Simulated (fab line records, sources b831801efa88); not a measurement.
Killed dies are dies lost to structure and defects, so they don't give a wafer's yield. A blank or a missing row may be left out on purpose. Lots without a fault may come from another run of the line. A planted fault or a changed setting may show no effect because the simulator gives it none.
A struck lot beside a sound one | flow sky130 | 15 steps out of a route of 708
Sound: wafers L568.2, L568.3, L568.4. Struck: wafers L576.1, L576.5, L576.6. The cause comes at the end.
At each step with rows: each side's tool, then ch and its chambers, then its first start. Under that, the readings that differ: sound wafers | struck wafers | difference of the means | sigmas: that difference in standard deviations of wafers without a fault.
alike: readings whose means differ by less than 2 such deviations, and words and numbers that are the same on both sides. not compared: withheld readings, readings that some wafer has no value for, bounds like >300 that may hide the same value, and numbers for which the record gives no deviation and whose values overlap.
The two part at a step that has a row with sigmas, a row that says differs or no value, or rows on one side only. Numbers that don't overlap but have no deviation are shown without sigmas and don't part them. A reading that every wafer of one side lacks parts them only if that side has two wafers or more.

first, 6 steps without rows for these wafers: SKY_DNWELL_COAT_02 (resist thk 3000 nm); SKY_DNWELL_SOFTBAKE_03; SKY_DNWELL_EXPOSE_04 (exposes mask DNM, target cd 3000 nm); SKY_DNWELL_PEB_05; SKY_DNWELL_DEVELOP_06 (develop time 62.21 s); SKY_DNWELL_IMPLANT_07.
SKY_DNWELL_STRIP_08: strips in O2/N2.
  sound on plasma_asher-02 ch 0,1, day 4 19:03; struck on plasma_asher-02 ch 0,1, day 6 16:52
  alike: drypump_motor_current_A, oes_product_au, strip_time_to_endpoint_s
  not compared: rf_hours_counter_h
SKY_DNWELL_TW_MEAS_09:
  sound on film_metro-04, day 4 19:10; struck on film_metro-04, day 6 16:58
  alike: DNWELL_TW
then, 4 steps without rows for these wafers: SKY_PWDE_DEHYDRATE_00 (time 60 s); SKY_PWDE_HMDS_01 (prime time 60 s); SKY_PWDE_COAT_02 (resist thk 3000 nm); SKY_PWDE_SOFTBAKE_03.
SKY_PWDE_EXPOSE_04: exposes mask PWDEM, target cd 840 nm.
  sound on iline_stepper-01 ch 0, day 5 04:25; struck on iline_stepper-01 ch 0, day 7 02:38
  reading | sound                   | struck                           | difference | sigmas
  mask    | PWDEM#0 PWDEM#0 PWDEM#0 | PWDEM_R1#0 PWDEM_R1#0 PWDEM_R1#0 | differs    |
then, 1 step without rows for these wafers: SKY_PWDE_PEB_05.
-- the record jumps here: 43 days lie between the struck wafers' starts before and after (it left off in module PWDE and takes up again in module PAD_OPEN, whose first step shown is number 708 of the route) --
SKY_PAD_OPEN_PROBE_99:
  sound on prober-01, day 47 18:35; struck on prober-02, day 49 22:07
  reading                                   | sound           | struck            | difference | sigmas
  model.etest.res_p_drift_20v.width_nm (nm) | 833.2 832.9 831 | 893.6 894.2 903.7 | +64.8      |
  alike: killed_at_M0_to_M3, killed_at_M4_up, killed_at_contacts, killed_at_front_end, killed_at_other, killed_dies, killed_on_rim, killed_open, killed_short

WHERE THEY PART
Only at SKY_PWDE_EXPOSE_04, within this record. Later steps at which nothing parts them and some readings are alike: SKY_PAD_OPEN_PROBE_99.

WHY: what the simulator had put in
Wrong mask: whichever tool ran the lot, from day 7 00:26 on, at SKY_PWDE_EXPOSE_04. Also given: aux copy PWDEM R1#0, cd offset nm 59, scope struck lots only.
